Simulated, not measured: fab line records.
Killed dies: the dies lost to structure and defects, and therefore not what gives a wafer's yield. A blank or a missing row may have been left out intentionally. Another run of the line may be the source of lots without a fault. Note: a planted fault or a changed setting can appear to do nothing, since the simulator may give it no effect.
2 desks looking at one fault ; flow gf180mcu ; only its own numbers are on each desk; what lay behind them is given at the end

AT THE METROLOGY DESK
What the gauges read, lot by lot, whatever tool the lot ran on: means of the sampled wafers that have a number. Marked OUT: a lot whose mean sits more than 4 standard deviations from the usual mean, which makes it out of limits; the brackets give that distance.
Columns: A = CONTACT_W_RS at GF_CONTACT_RS_MEAS_25, usual 0.381 ohm/sq; B = CONTACT_W_THK at GF_CONTACT_THK_MEAS_26, usual 298 nm
lot;first seen here;A;B
L549;day 18 01:15;0.381;300
L552;day 18 23:33;0.386;289
L557;day 20 16:44;0.376;296
L558;day 21 01:42;0.379;304
L561;day 22 03:01;0.382;297
L565;day 23 08:31;0.377;303
L566;day 23 19:00;0.380;302
This desk's verdict: no lot among the 7 shows anything out of limits.

DESK OF THE TOOL OWNER: pvdSputter-04
The tool's own readings at GF_M1_SPUTTER_00 (material Ti, target thk 37.5 nm, time 150 s): means of the sampled wafers that have a number, for each lot that ran on this tool. Marked OUT: a lot whose mean sits more than 4 standard deviations from the usual mean, which makes it out of limits; the brackets give that distance.
Columns: A = throttleValvePct at GF_M1_SPUTTER_00, usual 30.7 %
lot;first seen here;A
L552;day 18 23:58;30.0
L557;day 20 17:22;30.8
L558;day 21 02:11;31.0
L561;day 22 03:28;31.3
This desk's verdict: no lot among the 4 shows anything out of limits.

BROUGHT TOGETHER
Metrology desk: nothing out of limits seen.
The tool owner's desk saw nothing out of limits.

WHAT THE SIMULATOR HAD PUT IN
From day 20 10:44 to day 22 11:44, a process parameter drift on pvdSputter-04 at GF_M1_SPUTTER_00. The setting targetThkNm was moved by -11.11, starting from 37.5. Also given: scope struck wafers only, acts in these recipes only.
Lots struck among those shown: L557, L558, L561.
